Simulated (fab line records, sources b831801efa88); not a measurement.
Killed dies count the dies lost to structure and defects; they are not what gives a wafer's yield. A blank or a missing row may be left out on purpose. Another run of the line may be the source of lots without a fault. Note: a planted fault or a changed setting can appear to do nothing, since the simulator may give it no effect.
fab line records || flow sfq-line
record {"lots": 14, "wafers": 42, "last-day": 75}
route steps=325 shown L0V@24
lots with no fault: from the same line, run without faults
start-h: hours from the record's opening day to when the first of the lot's shown wafers began || wait-h: how many hours have passed since the lot's step before this one || " the same as in the row above || L1.1+2: a row that stands for several wafers || - value missing, or start not given || * or withheld: withheld || < > ~ a bound
route shown NAME@n: NAME is a module with steps in the file, n the number in the route of the first one || usual: the fault-free wafers' mean and standard deviation || same: alike in all rows || chamber/n: place in a boat || sites: per-site readings || _std_site: standard deviation across them || _edge_site: the outer-site mean with the inner-site mean subtracted || radius-mm: how far each site lies from the wafer's centre || mask NAME#n: copy n || behind: the last tool/chamber to shape the wafer || hold: the reason the lot was held/the length of the hold in hours/how it ended || device: the transistor (n, p or np) that didn't switch || end of line: at the end of the route, the tests of the same wafers || a step without rows: its recipe alone || killed: dies lost to structure and defects at the first sort, not the wafer's yield || map: a wafer's dies, x killed, . not, _ none there
set.NAME: the setting that was run; set.NAME@STEP: the one run at that earlier step || model.NAME: the simulator's own value behind a step, which no gauge read
one table for each step of the route and one row for each wafer, over a sample of lots
services: a tool's chamber out of use, with start hour (start-h, from the record's first day; less than 0 if before it), hours out, and reason
## steps
# step SFQ_TRILAYER_L0_VIA_BARC_OPEN_VIA_ETCH_021
# recipe {"mask-material": "PR", "chemistry": "O2", "target-depth-nm": 125, "target": "BARC", "source-w": 500, "bias-w": 80, "pressure-mtorr": 30, "time-s": 41.7}
# usual {"drypump-motor-current-A": "5.7/0.35", "oes-product-au": "0.685/0.0046", "run-length-s": "69.9/0.5"}
{"lot.wafer": "L895.3", "tool": "rie-diel-01", "chamber": 1, "start-h": 96.10, "wait-h": 0.0, "drypump-motor-current-A": 5.2, "oes-product-au": 0.678, "rf-hours-counter-h": 27, "run-length-s": 69.6}
{"lot.wafer": "L895.4", "tool": "rie-diel-01", "chamber": 2, "start-h": 96.10, "wait-h": 0.0, "drypump-motor-current-A": 5.6, "oes-product-au": 0.683, "rf-hours-counter-h": 158, "run-length-s": 69.9}
{"lot.wafer": "L895.5", "tool": "rie-diel-01", "chamber": 2, "start-h": 96.10, "wait-h": 0.0, "drypump-motor-current-A": 5.7, "oes-product-au": 0.677, "rf-hours-counter-h": "-", "run-length-s": 69.6}
{"lot.wafer": "L896.4", "tool": "rie-diel-03", "chamber": 2, "start-h": 99.70, "wait-h": 0.0, "drypump-motor-current-A": 5.5, "oes-product-au": 0.693, "rf-hours-counter-h": 137, "run-length-s": 69.7}
{"lot.wafer": "L896.5", "tool": "rie-diel-03", "chamber": 2, "start-h": 99.70, "wait-h": 0.0, "drypump-motor-current-A": 5.5, "oes-product-au": 0.682, "rf-hours-counter-h": "-", "run-length-s": 70.1}
{"lot.wafer": "L896.6", "tool": "rie-diel-03", "chamber": 3, "start-h": 99.70, "wait-h": 0.0, "drypump-motor-current-A": 6.2, "oes-product-au": 0.682, "rf-hours-counter-h": "-", "run-length-s": 69.5}
{"lot.wafer": "L897.1", "tool": "rie-diel-03", "chamber": 1, "start-h": 106.90, "wait-h": 0.0, "drypump-motor-current-A": 5.4, "oes-product-au": 0.688, "rf-hours-counter-h": 6, "run-length-s": 69.7}
{"lot.wafer": "L897.2", "tool": "rie-diel-03", "chamber": 0, "start-h": 106.90, "wait-h": 0.0, "drypump-motor-current-A": 6.0, "oes-product-au": 0.692, "rf-hours-counter-h": 66, "run-length-s": 69.1}
{"lot.wafer": "L897.3", "tool": "rie-diel-03", "chamber": 2, "start-h": 106.90, "wait-h": 0.0, "drypump-motor-current-A": 5.5, "oes-product-au": 0.680, "rf-hours-counter-h": 137, "run-length-s": 69.5}
{"lot.wafer": "L898.1", "tool": "rie-diel-01", "chamber": 3, "start-h": 111.70, "wait-h": 0.0, "drypump-motor-current-A": 5.4, "oes-product-au": 0.684, "rf-hours-counter-h": 127, "run-length-s": 69.6}
{"lot.wafer": "L898.3", "tool": "rie-diel-01", "chamber": 2, "start-h": 111.70, "wait-h": 0.0, "drypump-motor-current-A": 5.6, "oes-product-au": 0.676, "rf-hours-counter-h": 158, "run-length-s": 69.3}
{"lot.wafer": "L898.6", "tool": "rie-diel-01", "chamber": 2, "start-h": 111.70, "wait-h": 0.0, "drypump-motor-current-A": 5.6, "oes-product-au": 0.684, "rf-hours-counter-h": "-", "run-length-s": 69.2}
{"lot.wafer": "L899.1", "tool": "rie-diel-01", "chamber": 1, "start-h": 117.70, "wait-h": 0.0, "drypump-motor-current-A": 5.1, "oes-product-au": 0.690, "rf-hours-counter-h": 27, "run-length-s": 69.8}
{"lot.wafer": "L899.2", "tool": "rie-diel-01", "chamber": 3, "start-h": 117.70, "wait-h": 0.0, "drypump-motor-current-A": 5.4, "oes-product-au": 0.692, "rf-hours-counter-h": 128, "run-length-s": 69.7}
{"lot.wafer": "L899.5", "tool": "rie-diel-01", "chamber": 3, "start-h": 117.70, "wait-h": 0.0, "drypump-motor-current-A": 5.4, "oes-product-au": 0.686, "rf-hours-counter-h": "-", "run-length-s": 69.6}
{"lot.wafer": "L900.2", "tool": "rie-diel-03", "chamber": 2, "start-h": 128.12, "wait-h": 0.0, "drypump-motor-current-A": 5.5, "oes-product-au": 0.681, "rf-hours-counter-h": 138, "run-length-s": 69.4}
{"lot.wafer": "L900.4", "tool": "rie-diel-03", "chamber": 0, "start-h": 128.12, "wait-h": 0.0, "drypump-motor-current-A": 6.0, "oes-product-au": 0.688, "rf-hours-counter-h": 67, "run-length-s": 69.2}
{"lot.wafer": "L900.5", "tool": "rie-diel-03", "chamber": 0, "start-h": 128.12, "wait-h": 0.0, "drypump-motor-current-A": 6.0, "oes-product-au": 0.693, "rf-hours-counter-h": "-", "run-length-s": 69.6}
{"lot.wafer": "L901.2", "tool": "rie-diel-02", "chamber": 0, "start-h": 139.05, "wait-h": 0.0, "drypump-motor-current-A": 5.7, "oes-product-au": 0.689, "rf-hours-counter-h": 54, "run-length-s": 70.1}
{"lot.wafer": "L901.3", "tool": "rie-diel-02", "chamber": 3, "start-h": 139.05, "wait-h": 0.0, "drypump-motor-current-A": 6.0, "oes-product-au": 0.681, "rf-hours-counter-h": 160, "run-length-s": 70.7}
{"lot.wafer": "L901.5", "tool": "rie-diel-02", "chamber": 3, "start-h": 139.05, "wait-h": 0.0, "drypump-motor-current-A": 6.0, "oes-product-au": 0.689, "rf-hours-counter-h": "-", "run-length-s": 71.1}
{"lot.wafer": "L902.3", "tool": "rie-diel-02", "chamber": 3, "start-h": 146.25, "wait-h": 0.0, "drypump-motor-current-A": 6.0, "oes-product-au": 0.689, "rf-hours-counter-h": 160, "run-length-s": 70.6}
{"lot.wafer": "L902.4", "tool": "rie-diel-02", "chamber": 0, "start-h": 146.25, "wait-h": 0.0, "drypump-motor-current-A": 5.7, "oes-product-au": 0.689, "rf-hours-counter-h": "-", "run-length-s": 69.8}
{"lot.wafer": "L902.5", "tool": "rie-diel-02", "chamber": 2, "start-h": 146.25, "wait-h": 0.0, "drypump-motor-current-A": 6.0, "oes-product-au": 0.689, "rf-hours-counter-h": "-", "run-length-s": 70.5}
{"lot.wafer": "L904.1", "tool": "rie-diel-02", "chamber": 1, "start-h": 161.07, "wait-h": 0.0, "drypump-motor-current-A": 5.2, "oes-product-au": 0.689, "rf-hours-counter-h": 0, "run-length-s": 70.4}
{"lot.wafer": "L904.3", "tool": "rie-diel-02", "chamber": 2, "start-h": 161.07, "wait-h": 0.0, "drypump-motor-current-A": 6.0, "oes-product-au": 0.693, "rf-hours-counter-h": 121, "run-length-s": 70.1}
{"lot.wafer": "L904.6", "tool": "rie-diel-02", "chamber": 2, "start-h": 161.07, "wait-h": 0.0, "drypump-motor-current-A": 6.0, "oes-product-au": 0.684, "rf-hours-counter-h": "-", "run-length-s": 70.5}
{"lot.wafer": "L905.1", "tool": "rie-diel-03", "chamber": 1, "start-h": 169.47, "wait-h": 0.0, "drypump-motor-current-A": 5.5, "oes-product-au": 0.681, "rf-hours-counter-h": 7, "run-length-s": 69.9}
{"lot.wafer": "L905.5", "tool": "rie-diel-03", "chamber": 0, "start-h": 169.47, "wait-h": 0.0, "drypump-motor-current-A": 6.0, "oes-product-au": 0.685, "rf-hours-counter-h": "-", "run-length-s": 69.1}
{"lot.wafer": "L905.6", "tool": "rie-diel-03", "chamber": 1, "start-h": 169.47, "wait-h": 0.0, "drypump-motor-current-A": 5.5, "oes-product-au": 0.688, "rf-hours-counter-h": "-", "run-length-s": 70.0}
{"lot.wafer": "L910.1", "tool": "rie-diel-03", "chamber": 1, "start-h": 198.20, "wait-h": 0.0, "drypump-motor-current-A": 5.4, "oes-product-au": 0.683, "rf-hours-counter-h": 8, "run-length-s": 70.2}
{"lot.wafer": "L910.4", "tool": "rie-diel-03", "chamber": 2, "start-h": 198.20, "wait-h": 0.0, "drypump-motor-current-A": 5.5, "oes-product-au": 0.676, "rf-hours-counter-h": 139, "run-length-s": 69.8}
{"lot.wafer": "L910.6", "tool": "rie-diel-03", "chamber": 0, "start-h": 198.20, "wait-h": 0.0, "drypump-motor-current-A": 6.0, "oes-product-au": 0.741, "rf-hours-counter-h": "-", "run-length-s": 64.7}
{"lot.wafer": "L912.1", "tool": "rie-diel-02", "chamber": 1, "start-h": 210.20, "wait-h": 0.0, "drypump-motor-current-A": 5.2, "oes-product-au": 0.679, "rf-hours-counter-h": 1, "run-length-s": 70.4}
{"lot.wafer": "L912.3", "tool": "rie-diel-02", "chamber": 3, "start-h": 210.20, "wait-h": 0.0, "drypump-motor-current-A": 6.0, "oes-product-au": 0.686, "rf-hours-counter-h": 0, "run-length-s": 71.1}
{"lot.wafer": "L912.5", "tool": "rie-diel-02", "chamber": 0, "start-h": 210.20, "wait-h": 0.0, "drypump-motor-current-A": 5.7, "oes-product-au": 0.684, "rf-hours-counter-h": "-", "run-length-s": 69.8}
{"lot.wafer": "L914.2", "tool": "rie-diel-03", "chamber": 1, "start-h": 222.30, "wait-h": 0.0, "drypump-motor-current-A": 5.4, "oes-product-au": 0.683, "rf-hours-counter-h": 8, "run-length-s": 69.9}
{"lot.wafer": "L914.3", "tool": "rie-diel-03", "chamber": 2, "start-h": 222.30, "wait-h": 0.0, "drypump-motor-current-A": 5.4, "oes-product-au": 0.681, "rf-hours-counter-h": 139, "run-length-s": 70.0}
{"lot.wafer": "L914.4", "tool": "rie-diel-03", "chamber": 0, "start-h": 222.30, "wait-h": 0.0, "drypump-motor-current-A": 6.0, "oes-product-au": 0.754, "rf-hours-counter-h": 68, "run-length-s": 64.7}
{"lot.wafer": "L918.1", "tool": "rie-diel-01", "chamber": 0, "start-h": 245.92, "wait-h": 0.0, "drypump-motor-current-A": 5.2, "oes-product-au": 0.683, "rf-hours-counter-h": 33, "run-length-s": 70.4}
{"lot.wafer": "L918.2", "tool": "rie-diel-01", "chamber": 1, "start-h": 245.92, "wait-h": 0.0, "drypump-motor-current-A": 5.1, "oes-product-au": 0.680, "rf-hours-counter-h": 29, "run-length-s": 69.3}
{"lot.wafer": "L918.3", "tool": "rie-diel-01", "chamber": 2, "start-h": 245.92, "wait-h": 0.0, "drypump-motor-current-A": 5.7, "oes-product-au": 0.692, "rf-hours-counter-h": 2, "run-length-s": 69.8}
## services
{"tool": "rie-diel-02", "chamber": 3, "start-h": 95.66, "hours": 3.5, "kind": "repair"}
{"tool": "rie-diel-02", "chamber": 1, "start-h": 98.17, "hours": 1.9, "kind": "repair"}
{"tool": "rie-diel-02", "chamber": 1, "start-h": 132.39, "hours": 2.6, "kind": "repair"}
{"tool": "rie-diel-02", "chamber": 1, "start-h": 134.99, "hours": "-", "kind": "clean"}
{"tool": "rie-diel-02", "chamber": 1, "start-h": 134.99, "hours": 21.0, "kind": "scheduled-down"}
{"tool": "rie-diel-02", "chamber": 1, "start-h": 134.99, "hours": 21.0, "kind": "vent-cycle"}
{"tool": "rie-diel-01", "chamber": 2, "start-h": 147.33, "hours": 2.5, "kind": "repair"}
{"tool": "rie-diel-02", "chamber": 3, "start-h": 155.99, "hours": "-", "kind": "clean"}
{"tool": "rie-diel-02", "chamber": 3, "start-h": 155.99, "hours": 33.2, "kind": "scheduled-down"}
{"tool": "rie-diel-02", "chamber": 3, "start-h": 155.99, "hours": 33.2, "kind": "vent-cycle"}
{"tool": "rie-diel-01", "chamber": 2, "start-h": 157.07, "hours": "-", "kind": "clean"}
{"tool": "rie-diel-01", "chamber": 2, "start-h": 157.07, "hours": 25.8, "kind": "scheduled-down"}
{"tool": "rie-diel-01", "chamber": 2, "start-h": 157.07, "hours": 25.8, "kind": "vent-cycle"}
{"tool": "rie-diel-02", "chamber": 0, "start-h": 176.65, "hours": 1.3, "kind": "repair"}
{"tool": "rie-diel-01", "chamber": 1, "start-h": 199.38, "hours": 13.5, "kind": "repair"}
{"tool": "rie-diel-03", "chamber": "-", "start-h": 211.69, "hours": 2.8, "kind": "pm"}
{"tool": "rie-diel-03", "chamber": 3, "start-h": 222.62, "hours": 1.3, "kind": "repair"}
## key
first-sign {"step": "SFQ_TRILAYER_L0_VIA_BARC_OPEN_VIA_ETCH_021", "reading": "oes-product-au", "direction": "up", "sigmas": 14, "usual": 0.685, "struck": 0.748}
effect {"step": "SFQ_TRILAYER_L0_VIA_BARC_OPEN_VIA_ETCH_021", "reading": "run-length-s", "direction": "down", "sigmas": 10, "usual": "*", "struck": "*"}
met-at SFQ_TRILAYER_L0_VIA_BARC_OPEN_VIA_ETCH_021
struck-lots L910,L914
struck-wafers L910.6,L914.4
onset-between 169.47 198.20
fault {"kind": "process-parameter-drift", "tool": "rie-diel-03", "chamber": 0, "onset-h": 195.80, "steps": "SFQ_TRILAYER_L0_VIA_BARC_OPEN_VIA_ETCH_021", "channel": "time-s", "offset": "*", "shape": "step", "end-h": 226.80, "acts-in": "*", "stated": "*"}
